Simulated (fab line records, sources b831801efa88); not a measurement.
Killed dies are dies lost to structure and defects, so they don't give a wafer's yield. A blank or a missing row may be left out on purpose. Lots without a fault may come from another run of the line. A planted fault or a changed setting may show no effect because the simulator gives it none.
Tool commonality check | flow sky130 | 11 lots, 39 wafers sampled

WHY IT WAS OPENED
At SKY_RES_PROTECT_TW_MEAS_08 the reading POLY_GATE_TW is flagged on 2 of 11 lots. Wafers without a fault read 4018, standard deviation 26.
Rule: a lot is flagged when every wafer of it that has a number lies more than 4 standard deviations from that mean, or none has a number. The other lots count as sound.

lot  | measured     | on            | POLY_GATE_TW, wafer by wafer  | flag
L550 | day 15 08:43 | film_metro-04 | 3986 3960 3987                |
L553 | day 17 14:46 | film_metro-02 | 4035 4001 3998                |
L558 | day 18 10:22 | film_metro-04 | 3969 3974 3983                |
L562 | day 20 01:54 | film_metro-02 | 3496 3491 3506 3496 3499 3478 | FLAGGED
L563 | day 20 04:28 | film_metro-04 | 3484 3502 3485 3489 3506 3480 | FLAGGED
L564 | day 20 17:33 | film_metro-02 | 4033 3989 4029                |
L568 | day 21 23:43 | film_metro-02 | 4026 4027 4008                |
L569 | day 22 07:55 | film_metro-04 | 3972 3969 3977                |
L570 | day 22 13:50 | film_metro-02 | 4018 4025 4024                |
L571 | day 22 21:15 | film_metro-01 | 4033 4062 4051                |
L572 | day 23 09:33 | film_metro-04 | 3990 4008 4006                |
The numbers of the flagged lots are 3493 on average: -525 against the usual, or -20 standard deviations.

WHICH TOOL RAN EACH LOT
The record holds 2 process steps before the reading, out of a route of 708 steps. In each cell: the tool, then ch and the chambers that the sampled wafers went through, then the start.
lot  | flag    | SKY_POLY_GATE_IMPLANT_02        | SKY_RES_PROTECT_STRIP_07
L550 |         | implanter-02 ch 0, day 15 08:29 | plasma_asher-01 ch 0,1, day 15 08:36
L553 |         | implanter-04 ch 0, day 17 14:32 | plasma_asher-01 ch 0, day 17 14:40
L558 |         | implanter-04 ch 0, day 18 10:08 | plasma_asher-03 ch 0,1, day 18 10:15
L562 | FLAGGED | implanter-04 ch 0, day 20 01:39 | plasma_asher-03 ch 0,1, day 20 01:48
L563 | FLAGGED | implanter-04 ch 0, day 20 04:14 | plasma_asher-01 ch 0,1, day 20 04:22
L564 |         | implanter-01 ch 0, day 20 17:18 | plasma_asher-01 ch 0,1, day 20 17:27
L568 |         | implanter-02 ch 0, day 21 23:28 | plasma_asher-03 ch 0,1, day 21 23:37
L569 |         | implanter-01 ch 0, day 22 07:40 | plasma_asher-04 ch 0,1, day 22 07:49
L570 |         | implanter-02 ch 0, day 22 13:37 | plasma_asher-03 ch 0,1, day 22 13:46
L571 |         | implanter-01 ch 0, day 22 21:00 | plasma_asher-03 ch 0,1, day 22 21:09
L572 |         | implanter-04 ch 0, day 23 09:18 | plasma_asher-04 ch 0,1, day 23 09:27
What these steps do:
- SKY_POLY_GATE_IMPLANT_02
- SKY_RES_PROTECT_STRIP_07: strips in O2/N2.
- SKY_RES_PROTECT_TW_MEAS_08

FLAGGED OVER TOTAL, TOOL BY TOOL (the gauges that took the reading come last)
step                       | tool            | lots run | flagged | share of the flagged lots | sound lots run after its first flagged lot
SKY_POLY_GATE_IMPLANT_02   | implanter-01    | 3        | 0       | none                      | -
SKY_POLY_GATE_IMPLANT_02   | implanter-02    | 3        | 0       | none                      | -
SKY_POLY_GATE_IMPLANT_02   | implanter-04    | 5        | 2       | all                       | 1 (L572)
SKY_RES_PROTECT_STRIP_07   | plasma_asher-01 | 4        | 1       | some                      | 1 (L564)
SKY_RES_PROTECT_STRIP_07   | plasma_asher-03 | 5        | 1       | some                      | 3 (L568,L570,L571)
SKY_RES_PROTECT_STRIP_07   | plasma_asher-04 | 2        | 0       | none                      | -
SKY_RES_PROTECT_TW_MEAS_08 | film_metro-01   | 1        | 0       | none                      | -
SKY_RES_PROTECT_TW_MEAS_08 | film_metro-02   | 5        | 1       | some                      | 3 (L564,L568,L570)
SKY_RES_PROTECT_TW_MEAS_08 | film_metro-04   | 5        | 1       | some                      | 2 (L569,L572)

WHAT THE TABLE ALLOWS
1 row of the table ran every flagged lot: implanter-04 at SKY_POLY_GATE_IMPLANT_02.
- implanter-04 at SKY_POLY_GATE_IMPLANT_02: 2 of its 5 lots flagged. Sound lots ran on it after the first flagged one (L572), which a lasting fault on the whole tool wouldn't allow. Its own readings lie more than 4 standard deviations out on every wafer of the flagged lots: beam_on_s, dose_ions_cm2.
No row of the table ran every flagged lot and no sound lot after the first.

WHAT THE SIMULATOR HAD PUT IN
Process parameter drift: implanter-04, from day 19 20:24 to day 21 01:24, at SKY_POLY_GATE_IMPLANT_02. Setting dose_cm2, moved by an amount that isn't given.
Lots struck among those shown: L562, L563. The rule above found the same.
